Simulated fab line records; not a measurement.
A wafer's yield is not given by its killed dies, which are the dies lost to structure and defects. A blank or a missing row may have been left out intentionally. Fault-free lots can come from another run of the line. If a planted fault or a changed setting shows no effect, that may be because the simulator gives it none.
What tool caused it? || flow sky130 || 13 lots, 39 wafers sampled, at 4 steps of a route of 708

WHAT THE GAUGES SHOWED, per wafer
SKY_LDD_HVN_OVL_MEAS_07. Usual: LDD_HVN_OVL gives 1.2 nm (standard deviation 1.6).
{"lot": "L989", "measured": "day 20 03:37", "on": "overlay-02", "LDD_HVN_OVL (nm)": "2.5 1.9 1.1", "flag": ""}
{"lot": "L991", "measured": "day 21 02:07", "on": "overlay-02", "LDD_HVN_OVL (nm)": "-0.9 0.1 -0.1", "flag": ""}
{"lot": "L994", "measured": "day 22 07:40", "on": "overlay-02", "LDD_HVN_OVL (nm)": "0.7 0.7 -0.4", "flag": ""}
{"lot": "L100", "measured": "day 24 15:29", "on": "overlay-01", "LDD_HVN_OVL (nm)": "-0.4 -0.5 0.6", "flag": ""}
{"lot": "L101", "measured": "day 24 23:10", "on": "overlay-02", "LDD_HVN_OVL (nm)": "0.3 0.9 2.0", "flag": ""}
{"lot": "L102", "measured": "day 25 04:25", "on": "overlay-02", "LDD_HVN_OVL (nm)": "-0.2 -1.4 -3.1", "flag": ""}
{"lot": "L103", "measured": "day 25 09:01", "on": "overlay-01", "LDD_HVN_OVL (nm)": "1.4 1.2 0.3", "flag": ""}
{"lot": "L106", "measured": "day 26 16:55", "on": "overlay-01", "LDD_HVN_OVL (nm)": "-0.7 -1.5 0.0", "flag": ""}
{"lot": "L107", "measured": "day 26 16:01", "on": "overlay-02", "LDD_HVN_OVL (nm)": "0.6 0.4 0.4", "flag": ""}
{"lot": "L109", "measured": "day 27 16:41", "on": "overlay-01", "LDD_HVN_OVL (nm)": "2.9 2.4 3.9", "flag": ""}
{"lot": "L110", "measured": "day 28 03:11", "on": "overlay-01", "LDD_HVN_OVL (nm)": "1.6 0.6 1.2", "flag": ""}
{"lot": "L111", "measured": "day 28 09:16", "on": "overlay-01", "LDD_HVN_OVL (nm)": "0.5 1.1 3.0", "flag": ""}
{"lot": "L112", "measured": "day 28 19:58", "on": "overlay-02", "LDD_HVN_OVL (nm)": "2.4 2.9 1.9", "flag": ""}

SKY_SD_N_RS_MEAS_18: measures by four-point-probe. Usual: RES_XHIGH_RS gives 333.4 ohm/sq (standard deviation 1.3).
{"lot": "L989", "measured": "day 27 17:59", "on": "film_metro-01", "RES_XHIGH_RS (ohm/sq)": "334.0 334.4 334.9", "flag": ""}
{"lot": "L991", "measured": "day 28 17:19", "on": "film_metro-01", "RES_XHIGH_RS (ohm/sq)": "332.1 332.6 332.2", "flag": ""}
{"lot": "L994", "measured": "day 29 19:12", "on": "film_metro-03", "RES_XHIGH_RS (ohm/sq)": "333.6 333.5 333.9", "flag": ""}
{"lot": "L100", "measured": "day 31 21:39", "on": "film_metro-03", "RES_XHIGH_RS (ohm/sq)": "334.3 333.2 332.4", "flag": ""}
{"lot": "L101", "measured": "day 32 05:56", "on": "film_metro-01", "RES_XHIGH_RS (ohm/sq)": "331.7 332.1 332.9", "flag": ""}
{"lot": "L102", "measured": "day 32 10:43", "on": "film_metro-04", "RES_XHIGH_RS (ohm/sq)": "334.0 333.9 333.7", "flag": ""}
{"lot": "L103", "measured": "day 32 14:46", "on": "film_metro-03", "RES_XHIGH_RS (ohm/sq)": "334.1 332.9 333.4", "flag": ""}
{"lot": "L106", "measured": "day 33 19:12", "on": "film_metro-04", "RES_XHIGH_RS (ohm/sq)": "333.7 334.0 333.1", "flag": ""}
{"lot": "L107", "measured": "day 33 18:47", "on": "film_metro-01", "RES_XHIGH_RS (ohm/sq)": "330.2 330.9 331.1", "flag": ""}
{"lot": "L109", "measured": "day 34 18:23", "on": "film_metro-03", "RES_XHIGH_RS (ohm/sq)": "333.7 333.6 333.8", "flag": ""}
{"lot": "L110", "measured": "day 35 04:01", "on": "film_metro-01", "RES_XHIGH_RS (ohm/sq)": "333.5 332.1 332.9", "flag": ""}
{"lot": "L111", "measured": "day 35 08:41", "on": "film_metro-03", "RES_XHIGH_RS (ohm/sq)": "334.1 334.7 334.1", "flag": ""}
{"lot": "L112", "measured": "day 35 18:50", "on": "film_metro-04", "RES_XHIGH_RS (ohm/sq)": "336.6 335.2 334.4", "flag": ""}

WHAT TOOL EACH LOT RAN ON (gives the tool, then ch and the chambers of the sampled wafers, and finally the start)
{"lot": "L989", "SKY_FIELD_ISO_ETCH_14": "rie_diel-03 ch 0,1, day 2 06:23", "SKY_POLY_GATE_SOFTBAKE_09": "litho_track-04 ch 0, day 15 17:00"}
{"lot": "L991", "SKY_FIELD_ISO_ETCH_14": "rie_diel-04 ch 0,1,2, day 2 14:50", "SKY_POLY_GATE_SOFTBAKE_09": "litho_track-03 ch 0, day 16 13:00"}
{"lot": "L994", "SKY_FIELD_ISO_ETCH_14": "rie_diel-01 ch 0,1,2, day 3 09:17", "SKY_POLY_GATE_SOFTBAKE_09": "litho_track-04 ch 0, day 17 17:00"}
{"lot": "L100", "SKY_FIELD_ISO_ETCH_14": "rie_diel-01 ch 0,1,2, day 4 13:59", "SKY_POLY_GATE_SOFTBAKE_09": "litho_track-01 ch 0, day 20 02:00"}
{"lot": "L101", "SKY_FIELD_ISO_ETCH_14": "rie_diel-03 ch 0,3, day 4 21:18", "SKY_POLY_GATE_SOFTBAKE_09": "litho_track-01 ch 0, day 20 08:00"}
{"lot": "L102", "SKY_FIELD_ISO_ETCH_14": "rie_diel-04 ch 0,1, day 4 23:47", "SKY_POLY_GATE_SOFTBAKE_09": "litho_track-01 ch 0, day 20 16:00"}
{"lot": "L103", "SKY_FIELD_ISO_ETCH_14": "rie_diel-04 ch 0,1,3, day 5 06:23", "SKY_POLY_GATE_SOFTBAKE_09": "litho_track-04 ch 0, day 20 20:00"}
{"lot": "L106", "SKY_FIELD_ISO_ETCH_14": "rie_diel-01 ch 0,2,3, day 5 23:32", "SKY_POLY_GATE_SOFTBAKE_09": "litho_track-04 ch 0, day 22 04:00"}
{"lot": "L107", "SKY_FIELD_ISO_ETCH_14": "rie_diel-03 ch 1,2,3, day 6 02:56", "SKY_POLY_GATE_SOFTBAKE_09": "litho_track-04 ch 0, day 22 02:00"}
{"lot": "L109", "SKY_FIELD_ISO_ETCH_14": "rie_diel-03 ch 0,1,2, day 6 13:51", "SKY_POLY_GATE_SOFTBAKE_09": "litho_track-03 ch 0, day 23 06:00"}
{"lot": "L110", "SKY_FIELD_ISO_ETCH_14": "rie_diel-01 ch 0,1,3, day 6 18:50", "SKY_POLY_GATE_SOFTBAKE_09": "litho_track-04 ch 0, day 23 18:00"}
{"lot": "L111", "SKY_FIELD_ISO_ETCH_14": "rie_diel-03 ch 0,3, day 7 01:17", "SKY_POLY_GATE_SOFTBAKE_09": "litho_track-01 ch 0, day 23 22:00"}
{"lot": "L112", "SKY_FIELD_ISO_ETCH_14": "rie_diel-04 ch 0,1,3, day 7 04:17", "SKY_POLY_GATE_SOFTBAKE_09": "litho_track-01 ch 0, day 24 10:00"}
- SKY_FIELD_ISO_ETCH_14: etches BARC in N2/H2, stops on SiO2, time 45.9 s, target depth 60 nm.
- SKY_POLY_GATE_SOFTBAKE_09: time 90 s.

WHAT THE TOOLS THEMSELVES READ (means of the sampled wafers that have a number; where no wafer has one, the mark that the record gives instead)
SKY_FIELD_ISO_ETCH_14. Usual: drypump_motor_current_A 5.7 A, standard deviation 0.47; oes_product_au 0.855 a.u., standard deviation 0.0049; throttle_valve_pct 13.225 %, standard deviation 0.0083.
{"lot": "L989", "tool": "rie_diel-03", "drypump_motor_current_A (A)": 5.8, "oes_product_au (a.u.)": 0.855, "throttle_valve_pct (%)": 13.224, "flag": ""}
{"lot": "L991", "tool": "rie_diel-04", "drypump_motor_current_A (A)": 5.4, "oes_product_au (a.u.)": 0.853, "throttle_valve_pct (%)": 13.228, "flag": ""}
{"lot": "L994", "tool": "rie_diel-01", "drypump_motor_current_A (A)": 5.4, "oes_product_au (a.u.)": 0.856, "throttle_valve_pct (%)": 13.219, "flag": ""}
{"lot": "L100", "tool": "rie_diel-01", "drypump_motor_current_A (A)": 5.4, "oes_product_au (a.u.)": 0.855, "throttle_valve_pct (%)": 13.227, "flag": ""}
{"lot": "L101", "tool": "rie_diel-03", "drypump_motor_current_A (A)": 6.0, "oes_product_au (a.u.)": 0.853, "throttle_valve_pct (%)": 13.230, "flag": ""}
{"lot": "L102", "tool": "rie_diel-04", "drypump_motor_current_A (A)": 5.2, "oes_product_au (a.u.)": 0.858, "throttle_valve_pct (%)": 13.229, "flag": ""}
{"lot": "L103", "tool": "rie_diel-04", "drypump_motor_current_A (A)": 5.6, "oes_product_au (a.u.)": 0.859, "throttle_valve_pct (%)": 13.226, "flag": ""}
{"lot": "L106", "tool": "rie_diel-01", "drypump_motor_current_A (A)": 5.7, "oes_product_au (a.u.)": 0.856, "throttle_valve_pct (%)": 13.224, "flag": ""}
{"lot": "L107", "tool": "rie_diel-03", "drypump_motor_current_A (A)": 5.6, "oes_product_au (a.u.)": 0.852, "throttle_valve_pct (%)": 13.219, "flag": ""}
{"lot": "L109", "tool": "rie_diel-03", "drypump_motor_current_A (A)": 5.8, "oes_product_au (a.u.)": 0.858, "throttle_valve_pct (%)": 13.224, "flag": ""}
{"lot": "L110", "tool": "rie_diel-01", "drypump_motor_current_A (A)": 5.7, "oes_product_au (a.u.)": 0.854, "throttle_valve_pct (%)": 13.229, "flag": ""}
{"lot": "L111", "tool": "rie_diel-03", "drypump_motor_current_A (A)": 6.0, "oes_product_au (a.u.)": 0.855, "throttle_valve_pct (%)": 13.220, "flag": ""}
{"lot": "L112", "tool": "rie_diel-04", "drypump_motor_current_A (A)": 5.6, "oes_product_au (a.u.)": 0.859, "throttle_valve_pct (%)": 13.218, "flag": ""}

SKY_POLY_GATE_SOFTBAKE_09. Usual: heater_power_total_W 57.34 W, standard deviation 0.11; resist_line_temp_C 23.02 C, standard deviation 0.098; run_length_s 119.18 s, standard deviation 0.19.
{"lot": "L989", "tool": "litho_track-04", "heater_power_total_W (W)": 57.34, "resist_line_temp_C (C)": 23.07, "run_length_s (s)": 119.15, "flag": ""}
{"lot": "L991", "tool": "litho_track-03", "heater_power_total_W (W)": 57.34, "resist_line_temp_C (C)": 23.02, "run_length_s (s)": 118.92, "flag": ""}
{"lot": "L994", "tool": "litho_track-04", "heater_power_total_W (W)": 57.34, "resist_line_temp_C (C)": 22.95, "run_length_s (s)": 119.21, "flag": ""}
{"lot": "L100", "tool": "litho_track-01", "heater_power_total_W (W)": 61.90, "resist_line_temp_C (C)": 22.93, "run_length_s (s)": 100.55, "flag": "OFF"}
{"lot": "L101", "tool": "litho_track-01", "heater_power_total_W (W)": 61.82, "resist_line_temp_C (C)": 23.06, "run_length_s (s)": 100.49, "flag": "OFF"}
{"lot": "L102", "tool": "litho_track-01", "heater_power_total_W (W)": 62.06, "resist_line_temp_C (C)": 23.04, "run_length_s (s)": 100.52, "flag": "OFF"}
{"lot": "L103", "tool": "litho_track-04", "heater_power_total_W (W)": 57.26, "resist_line_temp_C (C)": 22.98, "run_length_s (s)": 119.20, "flag": ""}
{"lot": "L106", "tool": "litho_track-04", "heater_power_total_W (W)": 57.35, "resist_line_temp_C (C)": 23.03, "run_length_s (s)": 119.28, "flag": ""}
{"lot": "L107", "tool": "litho_track-04", "heater_power_total_W (W)": 57.33, "resist_line_temp_C (C)": 22.86, "run_length_s (s)": 119.25, "flag": ""}
{"lot": "L109", "tool": "litho_track-03", "heater_power_total_W (W)": 57.19, "resist_line_temp_C (C)": 23.02, "run_length_s (s)": 119.07, "flag": ""}
{"lot": "L110", "tool": "litho_track-04", "heater_power_total_W (W)": 57.28, "resist_line_temp_C (C)": 23.01, "run_length_s (s)": 119.12, "flag": ""}
{"lot": "L111", "tool": "litho_track-01", "heater_power_total_W (W)": 57.39, "resist_line_temp_C (C)": 23.03, "run_length_s (s)": 119.35, "flag": ""}
{"lot": "L112", "tool": "litho_track-01", "heater_power_total_W (W)": 57.41, "resist_line_temp_C (C)": 22.86, "run_length_s (s)": 119.27, "flag": ""}

THE ANSWER, worked out from the rows above alone
Rule: take the mean of a lot's wafers that have a number; if it is more than 3 standard deviations from the usual mean, the lot is off. Also off: a lot with no number at a reading for which 4 or more lots have one. The other lots that the step has rows for count as sound. Order of review: gauges by route order, followed by the tools' own readings, for which a lot's mean as printed above is used. At the first step where some lot is off, the reading lying furthest off is the one used; lots without a number count as furthest.
Off at SKY_POLY_GATE_SOFTBAKE_09 (run_length_s): L100, L101, L102.
A tool fits if, at that step or a process step before it, it ran every lot that is off, and no sound lot after the first of them. None of those tried fits.

WHAT THE SIMULATOR HAD INSERTED
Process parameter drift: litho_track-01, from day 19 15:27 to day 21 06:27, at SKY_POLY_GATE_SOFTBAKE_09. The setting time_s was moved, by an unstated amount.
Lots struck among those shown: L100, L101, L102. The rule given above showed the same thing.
